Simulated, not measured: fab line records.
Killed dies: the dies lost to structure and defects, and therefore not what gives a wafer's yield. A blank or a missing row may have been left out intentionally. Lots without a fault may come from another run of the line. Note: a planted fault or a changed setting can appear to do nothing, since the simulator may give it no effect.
Comparing a struck lot with a sound one	flow gf180mcu	14 out of 602 route steps
Sound: the wafers L886.3, L886.4, L886.6. The struck wafers were L883.2, L883.3, L883.4. The cause is given at the end.
Each step with rows lists, per side, the tool, then ch with its chambers, then its first start. Under that, the readings that differ: sound wafers	struck wafers	difference of the means	sigmas: that difference in standard deviations of wafers without a fault.
alike: a reading whose means differ by less than 2 such deviations, as well as words and numbers matching on both sides. not compared: withheld readings; readings where some wafer has no value; bounds like >300 that might hide an equal value; numbers whose values overlap and for which the record gives no deviation.
Wherever a step has rows on one side only, a row that says differs or no value, or a row with sigmas, the two part there. Numbers that have no deviation but don't overlap get no sigmas and don't part them. A reading missing from all wafers of one side parts the sides only when that side holds two or more wafers.

GF_V5_THK_MEAS_01:
  sound on film_metro-04 at day 32 05:26; struck on film_metro-04 at day 31 12:29
  alike: V5_CVD_00_THK
GF_V5_CVD_02: deposits SiO2 from TEOS, target thk 1450 nm, time 163.28 s.
  sound on pecvd-04 ch 0,1, day 32 05:29; struck on pecvd-01 ch 0,1,2, day 31 12:32
  alike: heater_power_w, susceptor_temp_C
GF_V5_THK_MEAS_03:
  sound on film_metro-04 at day 32 05:36; struck on film_metro-02 at day 31 12:38
  alike: V5_CVD_02_THK
GF_V5_CMP_04: polishes SiO2.
  sound on cmp-02 ch 1,2, day 32 05:43; struck on cmp-02 ch 0,2,3, day 31 12:43
  alike: edge_zone_pressure_frac, motor_current_A, slurry_filter_dp_kPa
GF_V5_BOW_MEAS_05:
  sound on film_metro-04 at day 32 06:01; struck on film_metro-02 at day 31 13:02
reading	sound	struck	difference	sigmas
V5_BOW (um)	132 133 125	148 140 164	+21	+2
then, 7 steps without rows for these wafers: GF_V5_DEHYDRATE_06 (time 60 s); GF_V5_HMDS_07 (prime time 60 s); GF_V5_COAT_08; GF_V5_COAT_09 (resist thk 1000 nm); GF_V5_SOFTBAKE_10 (time 60 s); GF_V5_EXPOSE_11 (exposes mask Via5, target cd 260 nm); GF_V5_PEB_12 (peb time 90 s).
GF_V5_DEVELOP_13: develop time 60 s.
  sound on litho_track-02 ch 0, day 32 22:46; struck on litho_track-02, day 32 06:27
  no value came back on the struck wafers for chill_plate_temp_C (C), develop_time_s (s); on the sound wafers chill_plate_temp_C (C) reads 23.02 22.90 23.03
reading	sound	struck	difference	sigmas
model.KrF_of_V5_COAT_09.thk_nm (nm)	980.1 984.3 980.1	996.8 999.3 997.5	+16.4	
GF_V5_CD_MEAS_14: target cd 260 nm.
  sound on cd_sem-01 at day 32 22:55; struck on cd_sem-01 at day 32 06:35
reading	sound	struck	difference	sigmas
cd_nm (nm)	260.4 259.7 260.3	- - -	no value on the struck wafers	

== WHERE THEY PART ==
At GF_V5_BOW_MEAS_05 first; at GF_V5_CD_MEAS_14 last (within this record only).

WHY: whatever the simulator had introduced
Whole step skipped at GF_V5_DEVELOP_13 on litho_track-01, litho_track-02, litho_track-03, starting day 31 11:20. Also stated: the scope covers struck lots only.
